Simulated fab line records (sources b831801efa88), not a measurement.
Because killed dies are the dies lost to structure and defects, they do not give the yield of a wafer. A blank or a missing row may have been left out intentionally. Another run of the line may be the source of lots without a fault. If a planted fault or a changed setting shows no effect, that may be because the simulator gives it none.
The tool behind it: which one?    flow gf180mcu    Sampling: 6 lots, 18 wafers, 2 of 602 route steps

## WHAT EACH GAUGE READ, for each wafer
GF_POLY_GATE_THK_MEAS_01.
lot   measured      on             POLY_GATE_CVD_00_THK (nm)
L941  day 8 18:38   film-metro-01  201.0 201.5 202.1
L943  day 9 10:37   film-metro-01  200.4 199.3 201.4
L945  day 9 21:52   film-metro-02  199.8 199.8 201.0
L952  day 11 23:08  film-metro-04  204.6 202.0 201.4
L956  day 13 02:17  film-metro-04  198.4 199.4 199.9
L960  day 14 06:39  film-metro-04  199.3 201.3 201.8

## TOOL THAT RAN EACH LOT (tool first, then ch and the chambers of the sampled wafers, then the start)
lot   GF_POLY_GATE_CVD_00
L941  lpcvd-01 ch 1, day 8 17:17
L943  lpcvd-01 ch 1, day 9 09:17
L945  lpcvd-02 ch 0, day 9 20:31
L952  lpcvd-01 ch 1, day 11 21:07
L956  lpcvd-02 ch 0, day 13 00:17
L960  lpcvd-02 ch 1, day 14 05:18
- GF_POLY_GATE_CVD_00: deposits poly-Si, target thk 200 nm, time 1200 s.

## THE ANSWER, worked out from the rows above alone
Rule: what is usual is taken from the lots themselves. Put in order of their means at a reading, lots are off if they are a third of the lots or fewer, leave a main group of 4 or more, and stand apart from it by a gap of 3 or more times the standard deviation of the main group's means; of several such gaps the widest counts. A main group whose means are all the same, to the digits that the tables above print for the reading, isn't used. Also off: a lot with no number at a reading for which 4 or more lots have one. All remaining lots with rows at the step are treated as sound.
No lot is off at any reading shown: from this, nothing can be told.

## WHAT THE SIMULATOR PUT IN
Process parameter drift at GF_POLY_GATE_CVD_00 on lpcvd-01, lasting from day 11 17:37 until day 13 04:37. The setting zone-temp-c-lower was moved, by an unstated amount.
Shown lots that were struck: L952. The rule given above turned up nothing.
